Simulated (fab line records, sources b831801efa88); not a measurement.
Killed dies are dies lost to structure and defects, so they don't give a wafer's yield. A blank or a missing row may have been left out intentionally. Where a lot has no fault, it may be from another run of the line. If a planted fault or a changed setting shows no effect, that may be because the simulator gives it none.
What tool caused it? :: flow sky130 :: 10 lots with 30 wafers sampled at 5 steps, on a route of 708 steps

## WHAT EACH GAUGE READ, for each wafer
Not one reading of a measure or inspect step in the record can be checked against a usual standard deviation.

## WHAT TOOL EACH LOT RAN ON (gives the tool, then ch and the chambers of the sampled wafers, and finally the start)
lot: L911
SKY_VIA1_STRIP_16: plasmaAsher-03 ch 0,1, day 35 00:08
SKY_METAL3_SPUTTER_02: pvdSputter-04, day 37 08:01
SKY_METAL3_SPUTTER_03: pvdSputter-04, day 37 08:04
SKY_CAPM_STRIP_14: plasmaAsher-02 ch 0, day 38 10:47
SKY_METAL3_METAL_ETCH_18: rieMetal-04 ch 0,1, day 39 12:29

lot: L912
SKY_VIA1_STRIP_16: plasmaAsher-02 ch 0,1, day 35 17:20
SKY_METAL3_SPUTTER_02: pvdSputter-04, day 38 02:11
SKY_METAL3_SPUTTER_03: pvdSputter-04, day 38 02:13
SKY_CAPM_STRIP_14: plasmaAsher-03 ch 0,1, day 39 03:34
SKY_METAL3_METAL_ETCH_18: rieMetal-01 ch 0,1, day 40 04:58

lot: L913
SKY_VIA1_STRIP_16: plasmaAsher-03 ch 0,1, day 35 21:00
SKY_METAL3_SPUTTER_02: pvdSputter-02, day 38 06:05
SKY_METAL3_SPUTTER_03: pvdSputter-02, day 38 06:08
SKY_CAPM_STRIP_14: plasmaAsher-02 ch 0,1, day 39 07:16
SKY_METAL3_METAL_ETCH_18: rieMetal-03 ch 0,1, day 40 09:03

lot: L915
SKY_VIA1_STRIP_16: plasmaAsher-01 ch 0,1, day 36 09:38
SKY_METAL3_SPUTTER_02: pvdSputter-04, day 38 17:29
SKY_METAL3_SPUTTER_03: pvdSputter-04, day 38 17:31
SKY_CAPM_STRIP_14: plasmaAsher-04 ch 0,1, day 39 17:48
SKY_METAL3_METAL_ETCH_18: rieMetal-01 ch 0,1, day 40 19:49

lot: L917
SKY_VIA1_STRIP_16: plasmaAsher-02 ch 0,1, day 37 13:28
SKY_METAL3_SPUTTER_02: pvdSputter-02, day 39 21:09
SKY_METAL3_SPUTTER_03: pvdSputter-02, day 39 21:11
SKY_CAPM_STRIP_14: plasmaAsher-04 ch 0,1, day 40 21:44
SKY_METAL3_METAL_ETCH_18: rieMetal-04 ch 0,1, day 41 21:59

lot: L919
SKY_VIA1_STRIP_16: plasmaAsher-01 ch 1, day 38 07:07
SKY_METAL3_SPUTTER_02: pvdSputter-02, day 40 13:14
SKY_METAL3_SPUTTER_03: pvdSputter-02, day 40 13:17
SKY_CAPM_STRIP_14: plasmaAsher-03 ch 0,1, day 41 13:16
SKY_METAL3_METAL_ETCH_18: rieMetal-04 ch 0,1, day 42 13:04

lot: L920
SKY_VIA1_STRIP_16: plasmaAsher-01 ch 0,1, day 38 09:57
SKY_METAL3_SPUTTER_02: pvdSputter-02, day 40 16:47
SKY_METAL3_SPUTTER_03: pvdSputter-02, day 40 16:50
SKY_CAPM_STRIP_14: plasmaAsher-02 ch 0,1, day 41 17:07
SKY_METAL3_METAL_ETCH_18: rieMetal-01 ch 1, day 42 16:25

lot: L921
SKY_VIA1_STRIP_16: plasmaAsher-02 ch 0,1, day 38 18:29
SKY_METAL3_SPUTTER_02: pvdSputter-03, day 41 00:26
SKY_METAL3_SPUTTER_03: pvdSputter-03, day 41 00:28
SKY_CAPM_STRIP_14: plasmaAsher-04 ch 1, day 42 00:14
SKY_METAL3_METAL_ETCH_18: rieMetal-03 ch 0, day 42 23:59

lot: L924
SKY_VIA1_STRIP_16: plasmaAsher-03 ch 0,1, day 39 08:25
SKY_METAL3_SPUTTER_02: pvdSputter-04, day 41 13:13
SKY_METAL3_SPUTTER_03: pvdSputter-04, day 41 13:15
SKY_CAPM_STRIP_14: plasmaAsher-02 ch 0,1, day 42 12:15
SKY_METAL3_METAL_ETCH_18: rieMetal-01 ch 0,1, day 43 11:54

lot: L925
SKY_VIA1_STRIP_16: plasmaAsher-03 ch 0,1, day 39 16:17
SKY_METAL3_SPUTTER_02: pvdSputter-02, day 41 20:56
SKY_METAL3_SPUTTER_03: pvdSputter-02, day 41 20:58
SKY_CAPM_STRIP_14: plasmaAsher-04 ch 0,1, day 42 20:27
SKY_METAL3_METAL_ETCH_18: rieMetal-01 ch 0,1, day 43 19:22
- SKY_VIA1_STRIP_16: strips in O2/N2.
- SKY_METAL3_SPUTTER_02: material AlCu, target thk 735 nm, time 39.1 s.
- SKY_METAL3_SPUTTER_03: material Ti, target thk 5 nm, time 3.3 s.
- SKY_CAPM_STRIP_14: strips in O2/N2.
- SKY_METAL3_METAL_ETCH_18: etches the open film in Cl2/BCl3, stops on SiO2, target depth 845 nm, time 183.1 s.

## AS READ BY THE TOOLS THEMSELVES (means over the sampled wafers that have a number; for cases with no such wafer, the mark the record gives instead)
SKY_VIA1_STRIP_16.
lot: L911
tool: plasmaAsher-03
drypumpMotorCurrentA (A): 5.27
n2FlowSccm (sccm): 299.8
oesProductAu (a.u.): 0.418
stripTimeToEndpointS (s): 4.442

lot: L912
tool: plasmaAsher-02
drypumpMotorCurrentA (A): 5.58
n2FlowSccm (sccm): 299.6
oesProductAu (a.u.): 0.412
stripTimeToEndpointS (s): 4.496

lot: L913
tool: plasmaAsher-03
drypumpMotorCurrentA (A): 5.34
n2FlowSccm (sccm): 300.9
oesProductAu (a.u.): 0.417
stripTimeToEndpointS (s): 4.452

lot: L915
tool: plasmaAsher-01
drypumpMotorCurrentA (A): 5.69
n2FlowSccm (sccm): 300.0
oesProductAu (a.u.): 0.414
stripTimeToEndpointS (s): 4.486

lot: L917
tool: plasmaAsher-02
drypumpMotorCurrentA (A): 5.58
n2FlowSccm (sccm): 300.2
oesProductAu (a.u.): 0.413
stripTimeToEndpointS (s): 4.452

lot: L919
tool: plasmaAsher-01
drypumpMotorCurrentA (A): 5.82
n2FlowSccm (sccm): 301.1
oesProductAu (a.u.): 0.420
stripTimeToEndpointS (s): 4.458

lot: L920
tool: plasmaAsher-01
drypumpMotorCurrentA (A): 5.67
n2FlowSccm (sccm): 300.2
oesProductAu (a.u.): 0.412
stripTimeToEndpointS (s): 4.496

lot: L921
tool: plasmaAsher-02
drypumpMotorCurrentA (A): 5.83
n2FlowSccm (sccm): 299.8
oesProductAu (a.u.): 0.413
stripTimeToEndpointS (s): 4.492

lot: L924
tool: plasmaAsher-03
drypumpMotorCurrentA (A): 5.33
n2FlowSccm (sccm): 300.3
oesProductAu (a.u.): 0.417
stripTimeToEndpointS (s): 4.464

lot: L925
tool: plasmaAsher-03
drypumpMotorCurrentA (A): 5.25
n2FlowSccm (sccm): 300.5
oesProductAu (a.u.): 0.411
stripTimeToEndpointS (s): 4.454

SKY_METAL3_SPUTTER_02.
lot: L911
tool: pvdSputter-04
throttleValvePct (%): 31.1

lot: L912
tool: pvdSputter-04
throttleValvePct (%): 30.2

lot: L913
tool: pvdSputter-02
throttleValvePct (%): 28.6

lot: L915
tool: pvdSputter-04
throttleValvePct (%): 30.4

lot: L917
tool: pvdSputter-02
throttleValvePct (%): 28.7

lot: L919
tool: pvdSputter-02
throttleValvePct (%): 28.6

lot: L920
tool: pvdSputter-02
throttleValvePct (%): 28.5

lot: L921
tool: pvdSputter-03
throttleValvePct (%): 28.4

lot: L924
tool: pvdSputter-04
throttleValvePct (%): 29.6

lot: L925
tool: pvdSputter-02
throttleValvePct (%): 28.7

SKY_METAL3_SPUTTER_03.
lot: L911
tool: pvdSputter-04
throttleValvePct (%): 30.9

lot: L912
tool: pvdSputter-04
throttleValvePct (%): 30.3

lot: L913
tool: pvdSputter-02
throttleValvePct (%): 28.3

lot: L915
tool: pvdSputter-04
throttleValvePct (%): 30.3

lot: L917
tool: pvdSputter-02
throttleValvePct (%): 28.7

lot: L919
tool: pvdSputter-02
throttleValvePct (%): 28.8

lot: L920
tool: pvdSputter-02
throttleValvePct (%): 28.5

lot: L921
tool: pvdSputter-03
throttleValvePct (%): 28.5

lot: L924
tool: pvdSputter-04
throttleValvePct (%): 29.6

lot: L925
tool: pvdSputter-02
throttleValvePct (%): 28.6

SKY_CAPM_STRIP_14.
lot: L911
tool: plasmaAsher-02
drypumpMotorCurrentA (A): 6.0
n2FlowSccm (sccm): 299.9
oesProductAu (a.u.): 0.704
stripTimeToEndpointS (s): 12.71

lot: L912
tool: plasmaAsher-03
drypumpMotorCurrentA (A): 5.3
n2FlowSccm (sccm): 300.3
oesProductAu (a.u.): 0.708
stripTimeToEndpointS (s): 12.65

lot: L913
tool: plasmaAsher-02
drypumpMotorCurrentA (A): 5.5
n2FlowSccm (sccm): 299.9
oesProductAu (a.u.): 0.712
stripTimeToEndpointS (s): 12.69

lot: L915
tool: plasmaAsher-04
drypumpMotorCurrentA (A): 5.7
n2FlowSccm (sccm): 299.1
oesProductAu (a.u.): 0.708
stripTimeToEndpointS (s): 12.59

lot: L917
tool: plasmaAsher-04
drypumpMotorCurrentA (A): 5.8
n2FlowSccm (sccm): 301.0
oesProductAu (a.u.): 0.708
stripTimeToEndpointS (s): 12.69

lot: L919
tool: plasmaAsher-03
drypumpMotorCurrentA (A): 5.3
n2FlowSccm (sccm): 300.2
oesProductAu (a.u.): 0.714
stripTimeToEndpointS (s): 12.67

lot: L920
tool: plasmaAsher-02
drypumpMotorCurrentA (A): 5.6
n2FlowSccm (sccm): 300.8
oesProductAu (a.u.): 0.707
stripTimeToEndpointS (s): 12.71

lot: L921
tool: plasmaAsher-04
drypumpMotorCurrentA (A): 5.8
n2FlowSccm (sccm): 300.0
oesProductAu (a.u.): 0.711
stripTimeToEndpointS (s): 12.65

lot: L924
tool: plasmaAsher-02
drypumpMotorCurrentA (A): 5.8
n2FlowSccm (sccm): 299.9
oesProductAu (a.u.): 0.711
stripTimeToEndpointS (s): 12.62

lot: L925
tool: plasmaAsher-04
drypumpMotorCurrentA (A): 5.8
n2FlowSccm (sccm): 299.7
oesProductAu (a.u.): 0.714
stripTimeToEndpointS (s): 12.69

SKY_METAL3_METAL_ETCH_18.
lot: L911
tool: rieMetal-04
drypumpMotorCurrentA (A): 6.3
oesProductAu (a.u.): 0.868
throttleValvePct (%): 22.264

lot: L912
tool: rieMetal-01
drypumpMotorCurrentA (A): 5.5
oesProductAu (a.u.): 0.865
throttleValvePct (%): 22.262

lot: L913
tool: rieMetal-03
drypumpMotorCurrentA (A): 5.6
oesProductAu (a.u.): 0.864
throttleValvePct (%): 22.274

lot: L915
tool: rieMetal-01
drypumpMotorCurrentA (A): 5.1
oesProductAu (a.u.): 0.868
throttleValvePct (%): 22.264

lot: L917
tool: rieMetal-04
drypumpMotorCurrentA (A): 6.5
oesProductAu (a.u.): 0.866
throttleValvePct (%): 22.270

lot: L919
tool: rieMetal-04
drypumpMotorCurrentA (A): 6.3
oesProductAu (a.u.): 0.873
throttleValvePct (%): 22.265

lot: L920
tool: rieMetal-01
drypumpMotorCurrentA (A): 5.7
oesProductAu (a.u.): 0.867
throttleValvePct (%): 22.269

lot: L921
tool: rieMetal-03
drypumpMotorCurrentA (A): 5.3
oesProductAu (a.u.): 0.867
throttleValvePct (%): 22.260

lot: L924
tool: rieMetal-01
drypumpMotorCurrentA (A): 5.2
oesProductAu (a.u.): 0.864
throttleValvePct (%): 22.265

lot: L925
tool: rieMetal-01
drypumpMotorCurrentA (A): 5.4
oesProductAu (a.u.): 0.902
throttleValvePct (%): 22.261

## THE ANSWER, worked out from the rows above alone
Rule: the usual values come from the lots themselves. Put in order of their means at a reading, lots are off if they are a third of the lots or fewer, leave a main group of 4 or more, and stand apart from it by a gap of 3 or more times the standard deviation of the main group's means; of several such gaps the widest counts. A main group is skipped when, at the precision printed for the reading in the tables above, its means are all equal. A lot without any number at a reading at which 4 lots or more have one is off too. All remaining lots with rows at the step are treated as sound. After the gauges, taken in route order, come the tools' own readings; for these a lot's mean is taken, as printed above. At the first step where some lot is off, the reading lying furthest off is the one used; lots without a number count as furthest.
Off, at SKY_METAL3_METAL_ETCH_18 on oesProductAu: L925. Mean 0.867 a.u. and standard deviation 0.0026 in the main group.
A tool fits if, at that step or a process step before it, it ran every lot that is off, and no sound lot after the first of them. Can't be told from this: 4 tools fit, plasmaAsher-03 at SKY_VIA1_STRIP_16, pvdSputter-02 at SKY_METAL3_SPUTTER_02 and SKY_METAL3_SPUTTER_03, plasmaAsher-04 at SKY_CAPM_STRIP_14, rieMetal-01 at SKY_METAL3_METAL_ETCH_18.

## WHAT THE SIMULATOR PUT IN
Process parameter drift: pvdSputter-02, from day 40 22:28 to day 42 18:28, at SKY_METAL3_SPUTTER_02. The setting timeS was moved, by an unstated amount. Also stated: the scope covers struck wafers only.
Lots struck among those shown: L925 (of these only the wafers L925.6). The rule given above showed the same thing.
